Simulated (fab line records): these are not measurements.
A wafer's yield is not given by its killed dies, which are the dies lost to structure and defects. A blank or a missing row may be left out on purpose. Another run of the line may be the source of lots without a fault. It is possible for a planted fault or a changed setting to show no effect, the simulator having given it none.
Which tool did it?    flow sky130    39 wafers from 13 lots sampled at 3 of the route's 708 steps

## WHAT THE GAUGES READ, wafer by wafer
SKY_LI_CONTACT_BOW_MEAS_03. Usual: for LI_CONTACT_BOW the level is 55 um and the standard deviation is 7.2.
lot   measured      on             LI_CONTACT_BOW (um)  flag
L806  day 27 18:35  film metro-01  60 65 45             
L807  day 28 12:28  film metro-01  51 52 50             
L808  day 28 18:19  film metro-04  57 41 60             
L811  day 29 19:48  film metro-01  51 61 64             
L809  day 29 21:57  film metro-03  50 61 60             
L810  day 29 22:26  film metro-04  54 63 61             
L820  day 32 15:23  film metro-03  63 56 61             
L821  day 33 02:40  film metro-04  57 44 54             
L824  day 33 19:26  film metro-01  53 57 61             
L825  day 33 23:33  film metro-04  45 56 63             
L826  day 34 18:59  film metro-01  58 67 56             
L827  day 35 04:37  film metro-04  40 42 46             
L828  day 35 09:19  film metro-01  59 50 61             

SKY_LI_CONTACT_OVL_MEAS_13. Usual: for LI_CONTACT_OVL the level is -1 nm and the standard deviation is 4.4.
lot   measured      on          LI_CONTACT_OVL (nm)  flag
L806  day 28 23:14  overlay-02  2 2 1                
L807  day 29 17:02  overlay-02  -9 -2 -5             
L808  day 29 23:03  overlay-01  1 0 4                
L811  day 30 23:20  overlay-02  0 -7 -8              
L809  day 31 01:47  overlay-02  1 -2 0               
L810  day 31 02:30  overlay-02  -6 0 -6              
L820  day 33 18:24  overlay-01  -4 2 -1              
L821  day 34 05:14  overlay-01  -3 -7 -5             
L824  day 34 21:56  overlay-01  0 -4 -4              
L825  day 35 02:03  overlay-01  1 3 -4               
L826  day 35 20:32  overlay-02  -7 -5 -11            
L827  day 36 07:24  overlay-01  -8 -2 6              
L828  day 36 11:15  overlay-02  6 -2 -7              

## WHICH TOOL RAN EACH LOT (tool, then ch and the chambers of the sampled wafers, then the start)
lot   SKY_RES_XHIGH_STRIP_08
L806  plasma asher-02 ch 0,1, day 26 11:44
L807  plasma asher-02 ch 0,1, day 27 06:08
L808  plasma asher-01 ch 0,1, day 27 11:23
L811  plasma asher-03 ch 0,1, day 28 13:59
L809  plasma asher-02 ch 0,1, day 28 16:43
L810  plasma asher-01 ch 0,1, day 28 17:24
L820  plasma asher-01 ch 0,1, day 31 11:16
L821  plasma asher-03 ch 0,1, day 31 22:05
L824  plasma asher-02 ch 0,1, day 32 15:29
L825  plasma asher-01 ch 0,1, day 32 19:11
L826  plasma asher-02 ch 0,1, day 33 14:01
L827  plasma asher-02 ch 1, day 34 00:07
L828  plasma asher-03 ch 0,1, day 34 05:04
- SKY_RES_XHIGH_STRIP_08: strips in O2/N2.

## WHAT THE TOOLS THEMSELVES READ (means of the sampled wafers that have a number; where no wafer has one, the mark that the record gives instead)
SKY_RES_XHIGH_STRIP_08. Usual: drypump motor current A 5.5 A, standard deviation 0.47; oes product au 0.712 a.u., standard deviation 0.0047; strip time to endpoint s 14.25 s, standard deviation 0.045.
lot   tool             drypump motor current A (A)  oes product au (a.u.)  strip time to endpoint s (s)  flag
L806  plasma asher-02  6.1                          0.712                  14.21                         
L807  plasma asher-02  5.9                          0.712                  14.25                         
L808  plasma asher-01  5.0                          0.712                  14.23                         
L811  plasma asher-03  5.4                          0.711                  14.31                         
L809  plasma asher-02  6.1                          0.714                  14.21                         
L810  plasma asher-01  5.0                          0.708                  14.23                         
L820  plasma asher-01  5.0                          0.714                  14.21                         
L821  plasma asher-03  5.5                          0.709                  14.19                         
L824  plasma asher-02  6.1                          0.712                  14.21                         
L825  plasma asher-01  5.0                          0.716                  14.29                         
L826  plasma asher-02  5.8                          0.710                  14.24                         
L827  plasma asher-02  5.6                          0.713                  14.18                         
L828  plasma asher-03  5.4                          0.708                  14.33                         

## THE ANSWER, worked out from the rows above alone
Rule: take the mean of a lot's wafers that have a number; if it is more than 3 standard deviations from the usual mean, the lot is off. Also off: a lot with no number at a reading for which 4 or more lots have one. Where the step has rows for the other lots, those lots are counted as sound. After the gauges, taken in route order, come the tools' own readings; for these a lot's mean is taken, as printed above. The first step at which some lot is off is used, and at that step the reading that is off furthest; a lot without a number counts as furthest.
None of the lots is off at any reading shown; this tells nothing.

## WHAT HAD BEEN PUT IN BY THE SIMULATOR
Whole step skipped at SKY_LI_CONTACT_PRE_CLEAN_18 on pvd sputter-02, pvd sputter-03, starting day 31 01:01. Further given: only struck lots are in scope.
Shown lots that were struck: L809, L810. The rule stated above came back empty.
